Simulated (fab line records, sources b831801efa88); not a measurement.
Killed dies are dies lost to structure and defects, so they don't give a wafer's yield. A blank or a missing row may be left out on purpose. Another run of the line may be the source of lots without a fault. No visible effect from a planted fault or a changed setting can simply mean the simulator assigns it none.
Which tool is to blame?    flow sky130    11 lots, 33 wafers sampled, at 4 steps of a route of 708

== WHAT EACH GAUGE READ, for each wafer ==
SKY_VIA4_THK_MEAS_01. Usual: for VIA4_HDPCVD_THK the level is 1750 nm and the standard deviation is 21.
lot   measured      on            VIA4_HDPCVD_THK (nm)  flag
L379  day 42 09:34  filmMetro-01  1773 1724 1768        
L380  day 42 10:49  filmMetro-03  1769 1786 1780        
L382  day 42 20:43  filmMetro-01  1727 1728 1723        
L384  day 44 01:22  filmMetro-03  1749 1744 1751        
L385  day 44 04:08  filmMetro-03  1739 1748 1756        
L386  day 44 05:15  filmMetro-03  1723 1742 1747        
L389  day 44 22:16  filmMetro-03  1737 1768 1759        
L391  day 45 12:11  filmMetro-01  1746 1760 1783        
L390  day 45 14:03  filmMetro-02  1753 1808 1771        
L396  day 47 03:17  filmMetro-01  1753 1722 1424        OFF
L402  day 47 22:19  filmMetro-01  1743 1704 1732        

== TOOL THAT RAN EACH LOT (tool first, then ch and the chambers of the sampled wafers, then the start) ==
lot   SKY_VIA3_ETCH_15                   SKY_VIA3_CVD_21               SKY_VIA4_HDPCVD_00
L379  rieDiel-02 ch 1,2, day 40 05:23    cvdW-02 ch 0,1, day 40 06:08  hdpcvd-01 ch 0,1,2, day 42 09:22
L380  rieDiel-03 ch 1,2,3, day 40 05:29  cvdW-02 ch 0,1, day 40 06:16  hdpcvd-01 ch 0,2, day 42 10:39
L382  rieDiel-02 ch 0,1,2, day 40 17:10  cvdW-02 ch 0,1, day 40 18:19  hdpcvd-02 ch 1,2, day 42 20:32
L384  rieDiel-02 ch 0,1,2, day 41 23:17  cvdW-01 ch 0,1, day 42 00:04  hdpcvd-01 ch 0,1, day 44 01:11
L385  rieDiel-03 ch 0,1,3, day 42 00:59  cvdW-01 ch 0,1, day 42 01:51  hdpcvd-02 ch 1,2, day 44 03:57
L386  rieDiel-02 ch 0,1,2, day 42 02:01  cvdW-02 ch 0,1, day 42 02:47  hdpcvd-02 ch 0,1,2, day 44 05:04
L389  rieDiel-03 ch 0,3, day 42 22:17    cvdW-02 ch 0,1, day 42 23:21  hdpcvd-02 ch 0,2, day 44 22:04
L391  rieDiel-01 ch 0,3, day 43 12:11    cvdW-01 ch 1, day 43 12:54    hdpcvd-02 ch 0,1, day 45 11:43
L390  rieDiel-01 ch 1,2,3, day 43 13:52  cvdW-01 ch 0,1, day 43 14:40  hdpcvd-02 ch 1,2, day 45 13:46
L396  rieDiel-03 ch 0,1, day 45 05:55    cvdW-01 ch 0,1, day 45 06:38  hdpcvd-02 ch 0,2, day 47 03:06
L402  rieDiel-03 ch 0,3, day 46 02:08    cvdW-01 ch 0, day 46 03:20    hdpcvd-01 ch 0,1, day 47 22:08
- SKY_VIA3_ETCH_15: etches SiO2 in C4F8/O2/Ar, stops on TiN, target depth 507 nm, time 78 s.
- SKY_VIA3_CVD_21: deposits W, target thk 390 nm, time 117.31 s.
- SKY_VIA4_HDPCVD_00: deposits SiO2, target thk 1750 nm, time 291.7 s.

== AS READ BY THE TOOLS THEMSELVES (means over the sampled wafers that have a number; for cases with no such wafer, the mark the record gives instead) ==
SKY_VIA3_ETCH_15. Usual: oesProductAu 0.947 a.u., standard deviation 0.0048.
lot   tool        oesProductAu (a.u.)  flag
L379  rieDiel-02  0.943                
L380  rieDiel-03  0.948                
L382  rieDiel-02  0.946                
L384  rieDiel-02  0.947                
L385  rieDiel-03  0.954                
L386  rieDiel-02  0.950                
L389  rieDiel-03  0.941                
L391  rieDiel-01  0.946                
L390  rieDiel-01  0.944                
L396  rieDiel-03  0.946                
L402  rieDiel-03  0.944                

SKY_VIA3_CVD_21. Usual: heaterPowerW 948 W, standard deviation 42.
lot   tool     heaterPowerW (W)  flag
L379  cvdW-02  974               
L380  cvdW-02  954               
L382  cvdW-02  989               
L384  cvdW-01  933               
L385  cvdW-01  933               
L386  cvdW-02  958               
L389  cvdW-02  976               
L391  cvdW-01  876               
L390  cvdW-01  938               
L396  cvdW-01  923               
L402  cvdW-01  960               

SKY_VIA4_HDPCVD_00. Usual: pressureMtorr 6.000 mTorr, standard deviation 0.012; sih4FlowSccm 60.01 sccm, standard deviation 0.16.
lot   tool       pressureMtorr (mTorr)  sih4FlowSccm (sccm)  flag
L379  hdpcvd-01  6.000                  59.97                
L380  hdpcvd-01  6.014                  59.98                
L382  hdpcvd-02  6.012                  60.12                
L384  hdpcvd-01  6.009                  60.06                
L385  hdpcvd-02  5.998                  60.07                
L386  hdpcvd-02  6.000                  60.05                
L389  hdpcvd-02  5.996                  60.15                
L391  hdpcvd-02  5.990                  60.02                
L390  hdpcvd-02  6.005                  60.07                
L396  hdpcvd-02  5.998                  56.09                OFF
L402  hdpcvd-01  6.015                  60.06                

== THE ANSWER, worked out from the rows above alone ==
Rule: a lot counts as off when the mean over its wafers that have a number is more than 3 standard deviations away from the usual mean. Also off: a lot with no number at a reading for which 4 or more lots have one. The other lots that the step has rows for count as sound. After the gauges, taken in route order, come the tools' own readings; for these a lot's mean is taken, as printed above. At the first step where some lot is off, the reading lying furthest off is the one used; lots without a number count as furthest.
Off: at SKY_VIA4_THK_MEAS_01 (VIA4_HDPCVD_THK), L396.
A tool fits if, at a process step before that reading, it ran every lot that is off, and no sound lot after the first of them. The gauges at SKY_VIA4_THK_MEAS_01 aren't tried: what is off there is off at SKY_VIA4_HDPCVD_00 too, on other tools, and a gauge's error can't cause that. One fits: hdpcvd-02 at SKY_VIA4_HDPCVD_00. Its last sound lot is L390 (day 45 13:46), its first lot that is off L396 (day 47 03:06): a fault that began between those two fits.
The tool's own readings at SKY_VIA4_HDPCVD_00 bear it out: on the lots that are off they differ by more than 5 times the standard deviation of the sound lots' means. sih4FlowSccm reads 56.09 sccm there against 60.05 sccm on the sound lots.

== WHAT WAS PUT IN BY THE SIMULATOR ==
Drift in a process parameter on hdpcvd-02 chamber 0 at SKY_VIA4_HDPCVD_00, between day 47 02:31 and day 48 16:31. Setting sih4FlowSccm, moved by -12, from 60. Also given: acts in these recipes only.
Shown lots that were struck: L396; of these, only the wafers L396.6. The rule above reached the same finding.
